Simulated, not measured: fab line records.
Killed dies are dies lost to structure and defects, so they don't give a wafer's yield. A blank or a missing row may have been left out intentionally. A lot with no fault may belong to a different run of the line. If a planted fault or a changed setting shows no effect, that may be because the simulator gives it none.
Which of the tools did it? + flow sky130 + 14 lots, 42 wafers sampled, at 5 steps of a route of 708

== WHAT THE GAUGES READ, wafer by wafer ==
SKY_NWELL_OVL_MEAS_10. Usual: NWELL_00_OVL typically reads -0.5 nm, with standard deviation 1.2.
| lot  | measured     | on         | NWELL_00_OVL (nm) | flag |
|------|--------------|------------|-------------------|------|
| L812 | day 4 17:37  | overlay-01 | -1.9 -1.4 -0.7    |      |
| L813 | day 5 00:08  | overlay-01 | 0.8 -2.1 0.2      |      |
| L815 | day 5 12:38  | overlay-01 | 0.2 0.3 -0.8      |      |
| L821 | day 6 16:43  | overlay-01 | -1.8 -2.0 -2.0    |      |
| L822 | day 6 21:34  | overlay-01 | -0.8 0.8 0.8      |      |
| L823 | day 7 01:31  | overlay-02 | -0.1 -1.4 -0.9    |      |
| L824 | day 7 06:46  | overlay-01 | 2.0 0.1 0.8       |      |
| L825 | day 7 09:44  | overlay-01 | 0.5 0.0 -2.4      |      |
| L826 | day 7 14:17  | overlay-01 | -0.4 0.7 1.2      |      |
| L827 | day 7 17:44  | overlay-02 | -1.1 0.2 -0.8     |      |
| L828 | day 7 20:32  | overlay-01 | 1.4 0.6 2.3       |      |
| L829 | day 13 05:04 | overlay-01 | 0.3 -1.7 -1.7     |      |
| L830 | day 13 05:05 | overlay-02 | -3.0 -1.9 -1.8    |      |
| L833 | day 13 06:26 | overlay-01 | -0.3 -1.4 -1.2    |      |

SKY_SONOS_TUNNEL_TW_MEAS_12. Usual: SONOS_TUNNEL_TW typically reads 197.1, with standard deviation 1.9.
| lot  | measured     | on            | SONOS_TUNNEL_TW   | flag |
|------|--------------|---------------|-------------------|------|
| L812 | day 9 15:07  | film_metro-02 | 196.3 196.1 194.9 |      |
| L813 | day 9 20:53  | film_metro-03 | 199.7 199.3 200.3 |      |
| L815 | day 10 09:08 | film_metro-02 | 195.3 194.5 193.9 |      |
| L821 | day 11 17:48 | film_metro-02 | 239.0 239.0 239.4 | OFF  |
| L822 | day 12 02:53 | film_metro-02 | 196.8 196.6 197.6 |      |
| L823 | day 12 09:08 | film_metro-02 | 240.1 239.4 241.4 | OFF  |
| L824 | day 12 16:11 | film_metro-04 | 197.1 197.1 196.4 |      |
| L825 | day 12 20:50 | film_metro-03 | 199.4 199.4 198.8 |      |
| L826 | day 13 05:03 | film_metro-03 | 199.5 198.8 198.8 |      |
| L827 | day 13 15:59 | film_metro-02 | 196.2 196.8 196.4 |      |
| L828 | day 13 18:11 | film_metro-03 | 199.5 199.9 199.5 |      |
| L829 | day 22 17:31 | film_metro-02 | 196.2 195.4 195.6 |      |
| L830 | day 22 17:31 | film_metro-03 | 200.1 199.2 199.0 |      |
| L833 | day 22 17:50 | film_metro-02 | 196.8 194.8 196.0 |      |

SKY_SONOS_ONO_OVL_MEAS_14. Usual: SONOS_ONO_OVL typically reads -1.2 nm, with standard deviation 1.5.
| lot  | measured     | on         | SONOS_ONO_OVL (nm) | flag |
|------|--------------|------------|--------------------|------|
| L812 | day 10 13:25 | overlay-01 | -4.8 -3.6 -2.1     |      |
| L813 | day 10 20:52 | overlay-02 | -1.4 -3.3 -0.7     |      |
| L815 | day 11 07:53 | overlay-02 | -2.3 -0.8 0.7      |      |
| L821 | day 12 23:35 | overlay-02 | -1.5 -0.8 -2.1     |      |
| L822 | day 13 11:35 | overlay-02 | -0.9 1.0 1.3       |      |
| L823 | day 13 16:37 | overlay-02 | -2.1 -2.8 -2.9     |      |
| L824 | day 13 22:58 | overlay-02 | -0.2 -0.8 0.9      |      |
| L825 | day 14 01:17 | overlay-02 | -1.9 -2.0 -1.1     |      |
| L826 | day 14 10:53 | overlay-02 | -2.2 -3.8 -1.6     |      |
| L827 | day 15 03:32 | overlay-02 | 0.2 -1.1 0.3       |      |
| L828 | day 15 04:31 | overlay-02 | -2.2 -2.1 -2.4     |      |
| L829 | day 24 02:05 | overlay-02 | 0.3 -0.5 -2.7      |      |
| L830 | day 24 02:16 | overlay-02 | -0.1 1.1 -0.1      |      |
| L833 | day 24 03:17 | overlay-01 | -3.7 -1.8 0.7      |      |

SKY_GATE_OXIDE_TW_MEAS_14. Usual: GATE_OXIDE_TW typically reads 223.1, with standard deviation 2.2.
| lot  | measured     | on            | GATE_OXIDE_TW     | flag |
|------|--------------|---------------|-------------------|------|
| L812 | day 11 14:47 | film_metro-01 | 221.3 221.6 222.2 |      |
| L813 | day 12 01:30 | film_metro-01 | 220.2 220.2 219.9 |      |
| L815 | day 12 13:08 | film_metro-03 | 225.4 226.6 226.6 |      |
| L821 | day 14 05:37 | film_metro-02 | 223.6 222.2 222.5 |      |
| L822 | day 14 13:31 | film_metro-03 | 224.5 225.7 225.3 |      |
| L823 | day 14 20:07 | film_metro-03 | 225.0 224.8 224.9 |      |
| L824 | day 15 02:33 | film_metro-02 | 222.3 221.4 221.7 |      |
| L825 | day 15 06:30 | film_metro-02 | 221.8 223.3 221.7 |      |
| L826 | day 15 16:21 | film_metro-01 | 221.5 222.3 221.3 |      |
| L827 | day 16 09:00 | film_metro-02 | 224.1 222.4 222.2 |      |
| L828 | day 16 10:53 | film_metro-02 | 223.1 223.0 223.8 |      |
| L829 | day 25 08:01 | film_metro-01 | 222.4 222.4 222.4 |      |
| L830 | day 25 08:26 | film_metro-02 | 222.9 220.8 222.6 |      |
| L833 | day 25 09:56 | film_metro-01 | 222.9 220.8 222.4 |      |

== WHICH TOOL RAN EACH LOT (tool, then ch and the chambers of the sampled wafers, then the start) ==
| lot  | SKY_SONOS_TUNNEL_IMPLANT_09     |
|------|---------------------------------|
| L812 | implanter-03 ch 0, day 9 14:42  |
| L813 | implanter-02 ch 0, day 9 20:28  |
| L815 | implanter-02 ch 0, day 10 08:44 |
| L821 | implanter-02 ch 0, day 11 17:04 |
| L822 | implanter-02 ch 0, day 12 02:28 |
| L823 | implanter-02 ch 0, day 12 08:23 |
| L824 | implanter-01 ch 0, day 12 15:44 |
| L825 | implanter-01 ch 0, day 12 20:23 |
| L826 | implanter-01 ch 0, day 13 04:37 |
| L827 | implanter-01 ch 0, day 13 15:34 |
| L828 | implanter-03 ch 0, day 13 17:46 |
| L829 | implanter-01 ch 0, day 22 16:56 |
| L830 | implanter-02 ch 0, day 22 17:07 |
| L833 | implanter-02 ch 0, day 22 17:25 |
- SKY_SONOS_TUNNEL_IMPLANT_09

== WHAT THE TOOLS THEMSELVES READ (means of the sampled wafers that have a number; where no wafer has one, the mark that the record gives instead) ==
The record holds no such reading with a usual standard deviation.

== THE ANSWER, worked out from the rows above alone ==
Rule: take the mean of a lot's wafers that have a number; if it is more than 3 standard deviations from the usual mean, the lot is off. Also off: a lot with no number at a reading for which 4 or more lots have one. Where the step has rows for the other lots, those lots are counted as sound. Order of review: gauges by route order, followed by the tools' own readings, for which a lot's mean as printed above is used. At the first step where some lot is off, the reading lying furthest off is the one used; lots without a number count as furthest.
Off: at SKY_SONOS_TUNNEL_TW_MEAS_12 (SONOS_TUNNEL_TW), L821, L823.
A tool fits if, at a process step before that reading, it ran every lot that is off, and no sound lot after the first of them. Gauges at SKY_SONOS_TUNNEL_TW_MEAS_12: tried the same way as those tools. None of those tried fits.

== WHAT THE SIMULATOR HAD INSERTED ==
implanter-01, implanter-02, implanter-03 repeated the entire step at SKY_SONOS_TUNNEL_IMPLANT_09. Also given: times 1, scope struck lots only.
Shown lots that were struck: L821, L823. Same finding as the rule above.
